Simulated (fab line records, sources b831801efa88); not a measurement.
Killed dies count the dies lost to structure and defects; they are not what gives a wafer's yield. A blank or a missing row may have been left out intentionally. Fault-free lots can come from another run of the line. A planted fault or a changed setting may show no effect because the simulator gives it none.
fab line records -- flow sky130
[record] lots = 6, wafers = 18, last-day = 50
route steps=708 shown POLY_CUT@307 PAD_OPEN@708
lots that met no fault: taken from a fault-free run of the same line
start-h: hours from the record's first day to the start of the lot's first wafer shown -- wait-h: hours elapsed since this lot's preceding step -- " as in the row above -- L1.1+2: a single row standing in for several wafers -- - either no value or no given start -- * or withheld: withheld -- < > ~ a bound
route shown NAME@n: a module of which the file shows steps, and the number in the route of the first -- usual: average and standard deviation across the fault-free wafers -- same: alike in all rows -- chamber/n: place in a boat -- sites: each site's reading -- _std_site: the standard deviation of these -- _edge_site: inner sites' mean taken away from outer sites' mean -- radius-mm: how far each site lies from the wafer's centre -- mask NAME#n: copy n -- behind: the last tool/chamber to shape the wafer -- hold: the reason the lot was held/the length of the hold in hours/how it ended -- device: the n, p or np transistor that did not switch -- end of line: at the end of the route, the tests of the same wafers -- a step without rows: its recipe alone -- killed: the dies lost at the first sort to structure and to defects; this is not the yield of the wafer -- map: per-die view of a wafer (x killed, . not killed, _ where there is no die)
set.NAME: setting as actually run; set.NAME@STEP: the setting as run at that earlier step -- model.NAME: the simulator's own value behind a step, which no gauge read
lots at some steps of the route; a table a step, a row a wafer
services: the hour from which a tool's chamber was out of use, counted from the record's first day as start-h (under 0 if before that day), plus the number of hours and why
[[steps]]
[step SKY_POLY_CUT_DEHYDRATE_00]
[recipe] temp-c = 200, time-s = 60
[step SKY_POLY_CUT_HMDS_01]
[recipe] prime-time-s = 60, prime-temp-c = 120
[step SKY_POLY_CUT_COAT_02]
[recipe] resist = BARC, temp-c = withheld, time-s = withheld, spin-rpm = 3000, resist-thk-nm = 60
[step SKY_POLY_CUT_COAT_03]
[recipe] resist = KrF-thick, spin-rpm = 3000, resist-thk-nm = 450
[step SKY_POLY_CUT_SOFTBAKE_04]
[recipe] temp-c = 100, time-s = 90, resist = KrF-thick
[step SKY_POLY_CUT_EXPOSE_05]
[recipe] mask-id = NPCM, na = 0.8, source-shape = annular, sigma-inner = 0.55, sigma-outer = 0.85, target-cd-nm = 270, dose-mj = 32
[step SKY_POLY_CUT_PEB_06]
[recipe] peb-temp-c = withheld, peb-time-s = withheld, resist = KrF-thick
[step SKY_POLY_CUT_DEVELOP_07]
[recipe] develop-time-s = 60, resist = KrF-thick, dev-temp-c = 21
[step SKY_POLY_CUT_CD_MEAS_08]
[recipe] target-cd-nm = 270
[usual] cd-nm = 270.0/1.3
lot.wafer,tool,chamber,start-h,wait-h,cd-nm
L700.4,cd-sem-02,-,595.20,-,269.7
L700.5,cd-sem-02,-,595.20,-,270.6
L700.6,cd-sem-02,-,595.20,-,270.0
L701.1,cd-sem-02,-,601.18,-,268.6
L701.2,cd-sem-02,-,601.18,-,269.1
L701.3,cd-sem-02,-,601.18,-,268.8
L704.2,cd-sem-01,-,632.76,-,270.3
L704.4,cd-sem-01,-,632.76,-,272.3
L704.5,cd-sem-01,-,632.76,-,270.7
L710.4,cd-sem-01,-,675.90,-,270.7
L710.5,cd-sem-01,-,675.90,-,269.6
L710.6,cd-sem-01,-,675.90,-,271.9
L715.4,cd-sem-02,-,713.10,-,270.6
L715.5,cd-sem-02,-,713.10,-,270.9
L715.6,cd-sem-02,-,713.10,-,271.4
L717.1,cd-sem-02,-,726.88,-,272.4
L717.2,cd-sem-02,-,726.88,-,270.6
L717.4,cd-sem-02,-,726.88,-,270.4
[step SKY_POLY_CUT_OVL_MEAS_09]
[usual] POLY_CUT_OVL = 1/6
lot.wafer,tool,chamber,start-h,wait-h,POLY_CUT_OVL[nm]
L700.4,overlay-02,-,595.28,0.1,6
L700.5,overlay-02,-,595.28,0.1,5
L700.6,overlay-02,-,595.28,0.1,7
L701.1,overlay-02,-,601.30,0.1,17
L701.2,overlay-02,-,601.30,0.1,12
L701.3,overlay-02,-,601.30,0.1,17
L704.2,overlay-01,-,632.87,0.1,-3
L704.4,overlay-01,-,632.87,0.1,2
L704.5,overlay-01,-,632.87,0.1,8
L710.4,overlay-01,-,675.98,0.1,4
L710.5,overlay-01,-,675.98,0.1,-2
L710.6,overlay-01,-,675.98,0.1,12
L715.4,overlay-02,-,713.18,0.1,-1
L715.5,overlay-02,-,713.18,0.1,-8
L715.6,overlay-02,-,713.18,0.1,-5
L717.1,overlay-02,-,727.00,0.1,3
L717.2,overlay-02,-,727.00,0.1,1
L717.4,overlay-02,-,727.00,0.1,-3
[step SKY_POLY_CUT_ETCH_10]
[recipe] chemistry = N2/H2, target = BARC, ion-energy-ev = 200, source-w = 500, bias-w = 100, pressure-mtorr = 30, n2-flow-sccm = 100, h2-flow-sccm = 200, stop-on = SiO2, time-s = 45.9, target-depth-a = 600
[usual] drypump-motor-current-A = 5.7/0.54, oes-product-au = 0.855/0.0044, throttle-valve-pct = 13.225/0.0088
lot.wafer,tool,chamber,start-h,wait-h,drypump-motor-current-A,oes-product-au,rf-hours-counter-h,throttle-valve-pct
L700.4,rie-diel-04,3,595.30,0.0,6.3,0.857,16,13.222
L700.5,rie-diel-04,3,595.30,0.0,6.3,0.855,-,13.229
L700.6,rie-diel-04,0,595.30,0.0,5.9,0.859,-,13.232
L701.1,rie-diel-01,3,601.33,0.0,4.8,0.855,50,13.235
L701.2,rie-diel-01,1,601.33,0.0,4.9,0.853,0,13.222
L701.3,rie-diel-01,2,601.33,0.0,5.1,0.852,4,13.239
L704.2,rie-diel-04,1,632.90,0.0,6.3,0.859,9,13.224
L704.4,rie-diel-04,1,632.90,0.0,6.3,0.857,-,13.225
L704.5,rie-diel-04,0,632.90,0.0,5.9,0.847,-,13.238
L710.4,rie-diel-02,2,676.02,0.0,6.1,0.858,-,13.226
L710.5,rie-diel-02,0,676.02,0.0,5.1,0.852,-,13.226
L710.6,rie-diel-02,3,676.02,0.0,5.5,0.850,-,13.233
L715.4,rie-diel-04,1,713.20,0.0,6.3,0.855,12,13.214
L715.5,rie-diel-04,2,713.20,0.0,6.4,0.858,-,13.230
L715.6,rie-diel-04,1,713.20,0.0,6.3,0.867,-,13.211
L717.1,rie-diel-02,1,727.03,0.0,5.2,0.857,11,13.224
L717.2,rie-diel-02,2,727.03,0.0,6.0,0.852,14,13.221
L717.4,rie-diel-02,3,727.03,0.0,5.5,0.853,23,13.213
[step SKY_POLY_CUT_ETCH_11]
[recipe] target = Si3N4, chemistry = CF4/CH2F2/Ar, stop-on = poly-Si, source-w = 600, bias-w = 150, pressure-mtorr = 40, cf4-flow-sccm = 40, ch2f2-flow-sccm = 20, Ar_flow_sccm = 150, time-s = 43.17, target-depth-a = 600
[usual] drypump-motor-current-A = 5.7/0.54, oes-product-au = 0.828/0.0065, throttle-valve-pct = 14.995/0.011
lot.wafer,tool,chamber,start-h,wait-h,drypump-motor-current-A,oes-product-au,rf-hours-counter-h,throttle-valve-pct
L700.4,rie-diel-04,3,595.34,0.0,6.3,0.826,16,14.995
L700.5,rie-diel-04,3,595.34,0.0,6.3,0.833,-,14.986
L700.6,rie-diel-04,0,595.34,0.0,5.9,0.830,-,14.984
L701.1,rie-diel-01,3,601.38,0.0,4.8,0.823,50,15.008
L701.2,rie-diel-01,1,601.38,0.0,4.8,0.831,0,15.007
L701.3,rie-diel-01,2,601.38,0.0,5.1,0.825,4,15.001
L704.2,rie-diel-04,1,632.94,0.0,6.3,0.824,9,14.995
L704.4,rie-diel-04,1,632.94,0.0,6.3,0.823,-,14.994
L704.5,rie-diel-04,0,632.94,0.0,5.9,0.840,-,15.005
L710.4,rie-diel-02,2,676.06,0.0,6.0,0.818,-,15.006
L710.5,rie-diel-02,0,676.06,0.0,5.2,0.816,-,15.000
L710.6,rie-diel-02,3,676.06,0.0,5.5,0.830,-,14.990
L715.4,rie-diel-04,1,713.24,0.0,6.3,0.829,12,15.003
L715.5,rie-diel-04,2,713.24,0.0,6.4,0.812,-,15.005
L715.6,rie-diel-04,1,713.24,0.0,6.3,0.837,-,14.985
L717.1,rie-diel-02,1,727.08,0.0,5.2,0.822,11,14.994
L717.2,rie-diel-02,2,727.08,0.0,6.0,0.831,14,14.994
L717.4,rie-diel-02,3,727.08,0.0,5.5,0.836,23,15.007
[step SKY_POLY_CUT_STRIP_12]
[recipe] chemistry = O2/N2, power-w = 1400, pressure-mtorr = 1500, platen-temp-c = withheld, o2-flow-sccm = 3000, n2-flow-sccm = 300, overash-fraction = 0.5
[usual] chamber-pressure-mTorr = 1499.9/1.4, drypump-motor-current-A = 5.6/0.39, oes-product-au = 0.452/0.0055, strip-time-to-endpoint-s = 5.360/0.019
lot.wafer,tool,chamber,start-h,wait-h,chamber-pressure-mTorr,drypump-motor-current-A,oes-product-au,rf-hours-counter-h,strip-time-to-endpoint-s,model.KrF-thick_of_POLY_CUT_COAT_03.thk-nm
L700.4,plasma-asher-01,0,595.42,0.1,-,-,-,-,-,409.1
L700.5,plasma-asher-01,0,595.42,0.1,-,-,-,-,-,408.7
L700.6,plasma-asher-01,1,595.42,0.1,-,-,-,-,-,408.8
L701.1,plasma-asher-04,0,601.42,0.0,-,-,-,-,-,407.8
L701.2,plasma-asher-04,1,601.42,0.0,-,-,-,-,-,406.5
L701.3,plasma-asher-04,1,601.42,0.0,-,-,-,-,-,408.1
L704.2,plasma-asher-04,0,632.98,0.0,1500.6,5.6,0.448,82,5.326,0
L704.4,plasma-asher-04,1,632.98,0.0,1498.7,6.3,0.447,-,5.361,0
L704.5,plasma-asher-04,0,632.98,0.0,1499.8,5.6,0.451,-,5.337,0
L710.4,plasma-asher-01,1,676.11,0.0,1499.2,5.5,0.454,-,5.378,0
L710.5,plasma-asher-01,0,676.11,0.0,1499.3,5.3,0.450,-,5.364,0
L710.6,plasma-asher-01,1,676.11,0.0,1498.4,5.5,0.445,-,5.364,0
L715.4,plasma-asher-01,1,713.32,0.1,1502.3,5.5,0.455,-,5.350,0
L715.5,plasma-asher-01,0,713.32,0.1,1499.6,5.4,0.456,-,5.360,0
L715.6,plasma-asher-01,1,713.32,0.1,1499.4,5.5,0.449,-,5.351,0
L717.1,plasma-asher-02,0,727.12,0.0,1501.4,5.3,0.449,59,5.332,0
L717.2,plasma-asher-02,1,727.12,0.0,1499.2,6.1,0.462,59,5.349,0
L717.4,plasma-asher-02,1,727.12,0.0,1499.1,6.2,0.443,-,5.372,0
[step SKY_PAD_OPEN_PROBE_99]
[usual] killed_at_M0_to_M3 = 44/6.3, killed_at_M4_up = 3.1/2, killed-at-contacts = 24/4.8, killed-at-front-end = 15/4.6, killed-at-other = 0.2/0.51, killed-dies = 87/8.4, killed-on-rim = 17/3.9, killed-open = 48/6.4, killed-short = 39/5.9
[same] gross-dies = 492, killed-at-back-side = 0
lot.wafer,tool,chamber,start-h,wait-h,killed_at_M0_to_M3,killed_at_M4_up,killed-at-contacts,killed-at-front-end,killed-at-other,killed-dies,killed-on-rim,killed-open,killed-short
L700.4,prober-02,-,1100.10,0.2,44,3,29,416,0,492,96,44,47
L700.5,prober-02,-,1100.15,0.2,37,5,32,418,0,492,96,55,41
L700.6,prober-02,-,1100.20,0.2,33,4,26,429,0,492,96,41,40
L701.1,prober-01,-,1102.51,0.1,38,2,23,429,0,492,96,41,36
L701.2,prober-01,-,1102.56,0.1,44,4,26,418,0,492,96,37,43
L701.3,prober-01,-,1102.61,0.2,49,2,24,417,0,492,96,54,46
L704.2,prober-02,-,1128.41,0.1,42,2,27,21,1,93,9,45,48
L704.4,prober-02,-,1128.51,0.2,51,3,22,14,0,90,20,50,40
L704.5,prober-02,-,1128.56,0.2,51,2,24,12,1,90,23,45,45
L710.4,prober-02,-,1154.60,0.2,59,3,16,13,0,91,14,50,41
L710.5,prober-02,-,1154.65,0.2,50,4,23,14,0,91,15,53,38
L710.6,prober-02,-,1154.70,0.2,44,3,32,12,0,91,22,47,44
L715.4,prober-01,-,1178.80,0.2,50,3,24,8,1,86,20,53,33
L715.5,prober-01,-,1178.85,0.2,42,8,25,13,0,88,17,53,35
L715.6,prober-01,-,1178.90,0.2,49,0,22,15,0,86,14,51,35
// killed by level:class
L700.4 SD_P:area-strip=401 CONTACT:geometric-particle:open=8 VIA1:geometric-particle:open=8 CONTACT:geometric-particle:short=7 POLY_GATE:geometric-particle:short=6 METAL2:geometric-particle:short=6 VIA2:geometric-particle:open=5 LOCAL_INTERCONNECT:geometric-particle:short=5
L700.5 SD_P:area-strip=396 LI_CONTACT:geometric-particle:open=11 CONTACT:geometric-particle:open=11 VIA1:geometric-particle:open=8 METAL2:geometric-particle:short=7 FIELD_ISO:geometric-particle:open=5 FIELD_ISO:geometric-particle:short=5 LOCAL_INTERCONNECT:geometric-particle:short=5
L700.6 SD_P:area-strip=411 METAL2:geometric-particle:short=8 LI_CONTACT:geometric-particle:open=8 CONTACT:geometric-particle:open=8 POLY_GATE:geometric-particle:open=6 VIA1:geometric-particle:open=6 POLY_GATE:geometric-particle:short=5 LOCAL_INTERCONNECT:geometric-particle:short=5
L701.1 SD_P:area-strip=415 VIA1:geometric-particle:open=10 METAL2:geometric-particle:short=9 POLY_GATE:geometric-particle:open=7 CONTACT:geometric-particle:open=6 CONTACT:geometric-particle:short=5 LI_CONTACT:geometric-particle:open=5 VIA3:geometric-particle:open=5
L701.2 SD_P:area-strip=412 VIA3:geometric-particle:open=10 VIA1:geometric-particle:open=8 LOCAL_INTERCONNECT:geometric-particle:short=7 CONTACT:geometric-particle:open=7 VIA1:geometric-particle:short=6 LI_CONTACT:geometric-particle:short=5 CONTACT:geometric-particle:short=5
L701.3 SD_P:area-strip=392 VIA1:geometric-particle:open=16 POLY_GATE:geometric-particle:open=7 CONTACT:geometric-particle:open=7 POLY_GATE:geometric-particle:short=6 CONTACT:geometric-particle:short=6 METAL2:geometric-particle:short=6 LI_CONTACT:geometric-particle:open=5
L704.2 LI_CONTACT:geometric-particle:open=9 VIA1:geometric-particle:short=9 VIA1:geometric-particle:open=9 CONTACT:geometric-particle:open=6 METAL2:geometric-particle:short=5 VIA2:geometric-particle:open=5 FIELD_ISO:geometric-particle:open=4 POLY_GATE:geometric-particle:short=4
L704.4 VIA1:geometric-particle:open=16 CONTACT:geometric-particle:open=9 LI_CONTACT:geometric-particle:open=8 METAL1:geometric-particle:short=7 METAL2:geometric-particle:short=7 FIELD_ISO:geometric-particle:short=5 VIA3:geometric-particle:open=5 POLY_GATE:geometric-particle:short=4
L704.5 VIA1:geometric-particle:open=12 CONTACT:geometric-particle:open=9 VIA1:geometric-particle:short=7 VIA3:geometric-particle:open=7 CONTACT:geometric-particle:short=6 FIELD_ISO:geometric-particle:short=5 VIA2:geometric-particle:open=5 LOCAL_INTERCONNECT:geometric-particle:short=4
L710.4 VIA1:geometric-particle:open=15 VIA1:geometric-particle:short=8 METAL2:geometric-particle:short=8 LI_CONTACT:geometric-particle:open=7 CONTACT:geometric-particle:open=7 METAL1:geometric-particle:short=7 FIELD_ISO:geometric-particle:short=5 VIA2:geometric-particle:open=5
L710.5 LI_CONTACT:geometric-particle:open=9 VIA3:geometric-particle:open=9 VIA1:geometric-particle:open=8 METAL2:geometric-particle:short=7 CONTACT:geometric-particle:open=6 VIA2:geometric-particle:open=6 LI_CONTACT:geometric-particle:short=5 FIELD_ISO:geometric-particle:open=4
L710.6 LI_CONTACT:geometric-particle:open=11 CONTACT:geometric-particle:open=9 VIA1:geometric-particle:open=9 METAL2:geometric-particle:short=7 VIA3:geometric-particle:short=6 VIA3:geometric-particle:open=6 VIA2:geometric-particle:open=5 POLY_GATE:geometric-particle:short=5
L715.4 METAL1:geometric-particle:short=11 VIA2:geometric-particle:open=11 CONTACT:geometric-particle:open=9 LI_CONTACT:geometric-particle:open=7 VIA1:geometric-particle:open=7 VIA3:geometric-particle:open=6 LI_CONTACT:geometric-particle:short=4 METAL1:geometric-particle:open=4
L715.5 VIA1:geometric-particle:open=14 LI_CONTACT:geometric-particle:open=10 VIA2:geometric-particle:open=8 LOCAL_INTERCONNECT:geometric-particle:short=6 METAL1:geometric-particle:short=6 CONTACT:geometric-particle:open=5 FIELD_ISO:geometric-particle:open=4 FIELD_ISO:geometric-particle:short=4
L715.6 VIA1:geometric-particle:open=15 VIA3:geometric-particle:open=8 POLY_GATE:geometric-particle:open=7 VIA2:geometric-particle:open=6 CONTACT:geometric-particle:open=5 LI_CONTACT:geometric-particle:short=5 CONTACT:geometric-particle:short=5 VIA1:geometric-particle:short=5
// map L700.4 (x killed, . not)
__________xxxxxxxxxx_________
________xxxxxxxxxxxxxx_______
______xxxxxxxxxxxxxxxxxx_____
_____xxxxxxxxxxxxxxxxxxxx____
____xxxxxxxxxxxxxxxxxxxxxx___
___xxxxxxxxxxxxxxxxxxxxxxxx__
__xxxxxxxxxxxxxxxxxxxxxxxxxx_
_xxxxxxxxxxxxxxxxxxxxxxxxxxxx
_xxxxxxxxxxxxxxxxxxxxxxxxxxxx
_xxxxxxxxxxxxxxxxxxxxxxxxxxxx
_xxxxxxxxxxxxxxxxxxxxxxxxxxxx
_xxxxxxxxxxxxxxxxxxxxxxxxxxxx
_xxxxxxxxxxxxxxxxxxxxxxxxxxxx
_xxxxxxxxxxxxxxxxxxxxxxxxxxxx
_xxxxxxxxxxxxxxxxxxxxxxxxxxxx
__xxxxxxxxxxxxxxxxxxxxxxxxxx_
___xxxxxxxxxxxxxxxxxxxxxxxx__
____xxxxxxxxxxxxxxxxxxxxxx___
_____xxxxxxxxxxxxxxxxxxxx____
______xxxxxxxxxxxxxxxxxx_____
________xxxxxxxxxxxxxx_______
__________xxxxxxxxxx_________
// map L701.1 (x killed, . not)
__________xxxxxxxxxx_________
________xxxxxxxxxxxxxx_______
______xxxxxxxxxxxxxxxxxx_____
_____xxxxxxxxxxxxxxxxxxxx____
____xxxxxxxxxxxxxxxxxxxxxx___
___xxxxxxxxxxxxxxxxxxxxxxxx__
__xxxxxxxxxxxxxxxxxxxxxxxxxx_
_xxxxxxxxxxxxxxxxxxxxxxxxxxxx
_xxxxxxxxxxxxxxxxxxxxxxxxxxxx
_xxxxxxxxxxxxxxxxxxxxxxxxxxxx
_xxxxxxxxxxxxxxxxxxxxxxxxxxxx
_xxxxxxxxxxxxxxxxxxxxxxxxxxxx
_xxxxxxxxxxxxxxxxxxxxxxxxxxxx
_xxxxxxxxxxxxxxxxxxxxxxxxxxxx
_xxxxxxxxxxxxxxxxxxxxxxxxxxxx
__xxxxxxxxxxxxxxxxxxxxxxxxxx_
___xxxxxxxxxxxxxxxxxxxxxxxx__
____xxxxxxxxxxxxxxxxxxxxxx___
_____xxxxxxxxxxxxxxxxxxxx____
______xxxxxxxxxxxxxxxxxx_____
________xxxxxxxxxxxxxx_______
__________xxxxxxxxxx_________
[[services]]
tool,chamber,start-h,hours,kind
rie-diel-02,2,587.67,14.8,repair
rie-diel-01,0,588.38,-,clean
rie-diel-01,0,588.38,12.9,scheduled-down
rie-diel-01,0,588.38,12.9,vent-cycle
rie-diel-04,1,599.32,7.9,repair
plasma-asher-04,-,622.60,6.4,pm
plasma-asher-04,-,629.54,2.2,repair
rie-diel-04,3,631.58,29.8,repair
plasma-asher-02,-,633.60,2.0,repair
rie-diel-04,0,641.52,21.9,repair
plasma-asher-01,-,662.06,0.8,repair
rie-diel-02,1,673.18,30.8,repair
rie-diel-01,3,694.33,-,clean
rie-diel-01,3,694.33,33.1,scheduled-down
rie-diel-01,3,694.33,33.1,vent-cycle
rie-diel-04,2,714.04,2.8,repair
[[key]]
[first-sign] step = SKY_POLY_CUT_STRIP_12, reading = tool-record, direction = missing
[effect] step = SKY_PAD_OPEN_PROBE_99, reading = killed-at-front-end, direction = up, sigmas = 89, usual = 15, struck = 421
[model-effect] step = SKY_POLY_CUT_STRIP_12, value = KrF-thick_of_POLY_CUT_COAT_03.thk-nm, without = 0, struck = 408.2
[more-kills-born-at] SKY_POLY_CUT_STRIP_12@plasma-asher-04 = 1219, SKY_POLY_CUT_STRIP_12@plasma-asher-01 = 1208
met-at SKY_POLY_CUT_STRIP_12
struck-wafers L700.4,L700.5,L700.6,L701.1,L701.2,L701.3
later-rows-left-out L700.4,L700.5,L700.6,L701.1,L701.2,L701.3
tester-left-out L700,L701
[fault] kind = skipped-step-whole, tool = plasma-asher-01,plasma-asher-04, chamber = -, onset-h = 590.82, steps = SKY_POLY_CUT_STRIP_12, scope = struck-lots-only
// tester-left-out: of these lots the tester's yield and bins aren't shown, on N5 and GAA mostly nor the transistor test; their killed dies are dies lost to structure and defects alone, not to doping, threshold or leakage, so they don't give the yield
// later-rows-left-out: the simulator's readings of these wafers behind a module that went badly wrong aren't trusted and aren't shown, but for the sort
